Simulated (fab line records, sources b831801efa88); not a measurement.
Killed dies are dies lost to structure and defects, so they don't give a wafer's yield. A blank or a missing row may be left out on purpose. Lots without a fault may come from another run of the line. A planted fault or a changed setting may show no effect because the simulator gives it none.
A struck lot beside a sound one | flow sfq_line | 15 steps out of a route of 325
Sound: wafers L123.1, L123.3, L123.4. Struck: wafers L135.1, L135.5, L135.6. The cause comes at the end.
At each step with rows: each side's tool, then ch and its chambers, then its first start. Under that, the readings that differ: sound wafers | struck wafers | difference of the means | sigmas: that difference in standard deviations of wafers without a fault.
alike: readings whose means differ by less than 2 such deviations, and words and numbers that are the same on both sides. not compared: withheld readings, readings that some wafer has no value for, bounds like >300 that may hide the same value, and numbers for which the record gives no deviation and whose values overlap.
The two part at a step that has a row with sigmas, a row that says differs or no value, or rows on one side only. Numbers that don't overlap but have no deviation are shown without sigmas and don't part them. A reading that every wafer of one side lacks parts them only if that side has two wafers or more.

SFQ_I5_OVL_MEAS_936:
  sound on overlay-01, day 59 13:23; struck on overlay-01, day 64 08:23
  alike: I5_OVL
SFQ_TRILAYER_I5_BARC_OPEN_VIA_ETCH_200: etches BARC in O2, target depth 125 nm, time 41.7 s.
  sound on rie_diel-02 ch 0,1,2, day 59 13:26; struck on rie_diel-02 ch 0,1,3, day 64 08:26
  alike: bias_w, drypump_motor_current_A, oes_product_au, run_length_s
  not compared: rf_hours_counter_h
SFQ_TRILAYER_I5_ETCH_VIA_ETCH_147: etches the open film in CHF3, stops on Nb, target depth 360 nm.
  sound on rie_diel-02 ch 0,1,2, day 59 13:28; struck on rie_diel-02 ch 0,1,3, day 64 08:28
  alike: bias_w, drypump_motor_current_A, oes_product_au
SFQ_TRILAYER_I5_STRIP_STRIP_148: strips in O2.
  sound on rie_metal-02 ch 0,1, day 59 13:37; struck on rie_metal-01 ch 0,1, day 64 08:37
  alike: drypump_motor_current_A, oes_product_au
  not compared: rf_hours_counter_h
then, 7 steps without rows for these wafers: SFQ_TRILAYER_I5_STRIP_SOLV_CLEAN_149 (cleans in NMP, time 600 s); SFQ_TRILAYER_C5_LITHO_COAT_156 (resist thk 62 nm); SFQ_TRILAYER_C5_LITHO_COAT_151 (resist thk 650 nm); SFQ_TRILAYER_C5_LITHO_SOFTBAKE_155; SFQ_TRILAYER_C5_LITHO_EXPOSE_152 (exposes mask C5, target cd 500 nm); SFQ_TRILAYER_C5_LITHO_PEB_154 (peb time 60 s); SFQ_TRILAYER_C5_LITHO_DEVELOP_153 (time 60 s).
SFQ_C5_OVL_MEAS_937:
  sound on overlay-01, day 59 16:38; struck on overlay-02, day 64 11:46
  alike: C5_OVL
SFQ_TRILAYER_C5_BARC_OPEN_VIA_ETCH_210: etches BARC in O2, target depth 125 nm, time 41.7 s.
  sound on rie_diel-04 ch 0,1,3, day 59 16:41; struck on rie_diel-04 ch 0,2,3, day 64 11:48
  reading                                             | sound             | struck            | difference | sigmas
  oes_product_au (a.u.)                               | 0.680 0.688 0.684 | 0.621 0.619 0.629 | -0.061     | -14
  run_length_s (s)                                    | 69.4 69.6 70.6    | 82.3 81.4 81.0    | +11.7      | +23
  model.KrF_of_TRILAYER_C5_LITHO_COAT_151.thk_nm (nm) | 575.8 577.9 577.5 | 563.9 563.3 563.8 | -13.4      |
  alike: bias_w, drypump_motor_current_A
  not compared: rf_hours_counter_h
SFQ_TRILAYER_C5_ETCH_VIA_ETCH_154: etches SiO2 in CHF3, stops on Nb, target depth 84 nm.
  sound on rie_diel-04 ch 0,1,3, day 59 16:43; struck on rie_diel-04 ch 0,2,3, day 64 11:50
  reading                                             | sound           | struck          | difference | sigmas
  model.KrF_of_TRILAYER_C5_LITHO_COAT_151.thk_nm (nm) | 561.3 563.7 563 | 549.5 549 549.5 | -13.3      |
  alike: bias_w, drypump_motor_current_A, oes_product_au
SFQ_TRILAYER_C5_STRIP_STRIP_155: strips in O2.
  sound on rie_metal-04 ch 0,1, day 59 16:46; struck on rie_metal-03 ch 0,1, day 64 11:53
  alike: drypump_motor_current_A, oes_product_au
  not compared: rf_hours_counter_h

WHERE THEY PART
Only at SFQ_TRILAYER_C5_BARC_OPEN_VIA_ETCH_210, within this record. Later steps at which nothing parts them and some readings are alike: SFQ_TRILAYER_C5_ETCH_VIA_ETCH_154, SFQ_TRILAYER_C5_STRIP_STRIP_155.

WHY: what the simulator had put in
Process parameter drift: rie_diel-04, from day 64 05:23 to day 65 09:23, at SFQ_TRILAYER_C5_BARC_OPEN_VIA_ETCH_210. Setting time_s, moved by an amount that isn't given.
